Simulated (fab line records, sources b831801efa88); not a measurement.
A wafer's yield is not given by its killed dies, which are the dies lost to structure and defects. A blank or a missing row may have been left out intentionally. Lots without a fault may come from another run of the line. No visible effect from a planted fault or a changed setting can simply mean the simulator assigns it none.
The tool behind it: which one? -- flow gf180mcu -- 10 lots, 30 wafers sampled, at 6 steps of a route of 602

== WHAT THE GAUGES SHOWED, per wafer ==
GF_V2_BOW_MEAS_05. Usual: V2_BOW 100 um, standard deviation 7.9.
lot,measured,on,V2_BOW (um),flag
L452,day 20 11:20,film metro-03,95 91 103,
L455,day 21 10:56,film metro-01,95 97 115,
L458,day 22 16:10,film metro-03,104 99 101,
L460,day 23 07:11,film metro-04,109 108 103,
L461,day 23 17:43,film metro-03,101 105 98,
L462,day 24 01:59,film metro-01,98 95 90,
L463,day 24 09:02,film metro-01,109 110 112,
L464,day 24 16:13,film metro-04,109 92 90,
L471,day 26 23:49,film metro-01,106 119 109,
L472,day 27 02:37,film metro-01,116 99 114,

GF_V2_RS_MEAS_24: measures by four-point-probe. Usual: V2_W_RS 0.328 ohm/sq, standard deviation 0.0034.
lot,measured,on,V2_W_RS (ohm/sq),flag
L452,day 21 12:40,film metro-03,0.328 0.329 0.331,
L455,day 22 11:32,film metro-04,0.328 0.330 0.329,
L458,day 23 15:24,film metro-01,0.328 0.332 0.326,
L460,day 24 07:02,film metro-04,0.329 0.329 0.331,
L461,day 24 17:03,film metro-04,0.250 0.249 0.328,OFF
L462,day 25 01:05,film metro-04,0.322 0.251 0.249,OFF
L463,day 25 08:16,film metro-01,0.331 0.251 0.330,OFF
L464,day 25 14:39,film metro-04,0.332 0.328 0.324,
L471,day 27 21:23,film metro-03,0.336 0.321 0.331,
L472,day 27 23:26,film metro-01,0.325 0.335 0.327,

GF_V2_THK_MEAS_25: measures by xrf. Usual: V2_W_THK 357 nm, standard deviation 4.2.
lot,measured,on,V2_W_THK (nm),flag
L452,day 21 12:47,film metro-03,360 361 356,
L455,day 22 11:40,film metro-04,358 356 356,
L458,day 23 15:31,film metro-01,355 350 358,
L460,day 24 07:09,film metro-04,358 358 356,
L461,day 24 17:08,film metro-04,475 476 361,OFF
L462,day 25 01:13,film metro-04,360 465 468,OFF
L463,day 25 08:23,film metro-01,354 472 355,OFF
L464,day 25 14:46,film metro-04,350 354 361,
L471,day 27 21:30,film metro-03,349 368 355,
L472,day 27 23:32,film metro-01,359 350 357,

== TOOL THAT RAN EACH LOT (tool first, then ch and the chambers of the sampled wafers, then the start) ==
lot,GF_M2_SPUTTER_03,GF_M2_STRIP_17,GF_V2_CVD_23
L452,"pvd sputter-03, day 19 09:59","plasma asher-03 ch 0,1, day 20 10:14","cvd w-02 ch 0,1, day 21 12:32"
L455,"pvd sputter-02, day 20 09:39","plasma asher-02 ch 0, day 21 09:50","cvd w-02 ch 0, day 22 11:26"
L458,"pvd sputter-02, day 21 15:14","plasma asher-03 ch 0,1, day 22 14:56","cvd w-02 ch 0, day 23 15:10"
L460,"pvd sputter-02, day 22 06:35","plasma asher-04 ch 0,1, day 23 06:04","cvd w-02 ch 0,1, day 24 06:55"
L461,"pvd sputter-02, day 22 17:38","plasma asher-03 ch 0,1, day 23 16:34","cvd w-02 ch 0,1, day 24 16:55"
L462,"pvd sputter-03, day 23 01:49","plasma asher-03 ch 0,1, day 24 00:50","cvd w-02 ch 0,1, day 25 00:58"
L463,"pvd sputter-03, day 23 10:08","plasma asher-03 ch 0,1, day 24 07:56","cvd w-02 ch 0,1, day 25 08:10"
L464,"pvd sputter-02, day 23 16:16","plasma asher-02 ch 0,1, day 24 15:05","cvd w-01 ch 0,1, day 25 14:32"
L471,"pvd sputter-04, day 26 01:11","plasma asher-03 ch 0,1, day 26 22:41","cvd w-02 ch 0,1, day 27 21:16"
L472,"pvd sputter-04, day 26 04:07","plasma asher-03 ch 0,1, day 27 01:30","cvd w-02 ch 0,1, day 27 23:19"
- GF_M2_SPUTTER_03: material Ti, target thk 10 nm, time 6.7 s.
- GF_M2_STRIP_17: strips in O2/N2.
- GF_V2_CVD_23: deposits W, target thk 350 nm, time 104.94 s.

== WHAT THE TOOLS THEMSELVES READ (means of the sampled wafers that have a number; where no wafer has one, the mark that the record gives instead) ==
GF_M2_SPUTTER_03. Usual: 30.2 % for throttle valve pct, sd 1.
lot,tool,throttle valve pct (%),flag
L452,pvd sputter-03,30.2,
L455,pvd sputter-02,30.8,
L458,pvd sputter-02,30.7,
L460,pvd sputter-02,30.6,
L461,pvd sputter-02,30.3,
L462,pvd sputter-03,30.1,
L463,pvd sputter-03,29.8,
L464,pvd sputter-02,30.3,
L471,pvd sputter-04,29.2,
L472,pvd sputter-04,31.2,

GF_M2_STRIP_17. Usual: drypump motor current A 5.9 A, standard deviation 0.59; heater power w 356 W, standard deviation 58; oes product au 0.538 a.u., standard deviation 0.0047; strip time to endpoint s 7.39 s, standard deviation 0.061.
lot,tool,drypump motor current A (A),heater power w (W),oes product au (a.u.),strip time to endpoint s (s),flag
L452,plasma asher-03,5.8,370,0.538,7.42,
L455,plasma asher-02,6.4,283,0.539,7.36,
L458,plasma asher-03,5.3,335,0.537,7.38,
L460,plasma asher-04,6.5,388,0.538,7.39,
L461,plasma asher-03,5.3,332,0.536,7.33,
L462,plasma asher-03,5.3,336,0.541,7.39,
L463,plasma asher-03,5.3,343,0.536,7.44,
L464,plasma asher-02,6.1,324,0.536,7.41,
L471,plasma asher-03,5.3,333,0.538,7.38,
L472,plasma asher-03,5.3,335,0.538,7.38,

GF_V2_CVD_23. Usual: heater power w 923 W, standard deviation 100; susceptor temp C 400.01 C, standard deviation 0.22.
lot,tool,heater power w (W),susceptor temp C (C),flag
L452,cvd w-02,889,400.04,
L455,cvd w-02,839,400.05,
L458,cvd w-02,837,399.85,
L460,cvd w-02,892,399.90,
L461,cvd w-02,1033,410.25,OFF
L462,cvd w-02,1023,410.00,OFF
L463,cvd w-02,935,405.10,OFF
L464,cvd w-01,916,400.12,
L471,cvd w-02,912,399.77,
L472,cvd w-02,967,399.94,

== THE ANSWER, worked out from the rows above alone ==
Rule: lot off if the mean of its wafers having a number is beyond 3 standard deviations from the usual mean. A lot without any number at a reading at which 4 lots or more have one is off too. The other lots that the step has rows for count as sound. First the gauges in route order, then the tools' own readings, where a lot's mean is used as printed above. The first step at which some lot is off is used, and at that step the reading that is off furthest; a lot without a number counts as furthest.
Off: at GF_V2_RS_MEAS_24 (V2_W_RS), L461, L462, L463.
A tool fits if, at a process step before that reading, it ran every lot that is off, and no sound lot after the first of them. Not tried: the gauges at GF_V2_RS_MEAS_24; whatever is off there is also off at GF_V2_CVD_23, on other tools, and gauge error can't account for it. None of those tried fits.

== WHAT HAD BEEN PUT IN BY THE SIMULATOR ==
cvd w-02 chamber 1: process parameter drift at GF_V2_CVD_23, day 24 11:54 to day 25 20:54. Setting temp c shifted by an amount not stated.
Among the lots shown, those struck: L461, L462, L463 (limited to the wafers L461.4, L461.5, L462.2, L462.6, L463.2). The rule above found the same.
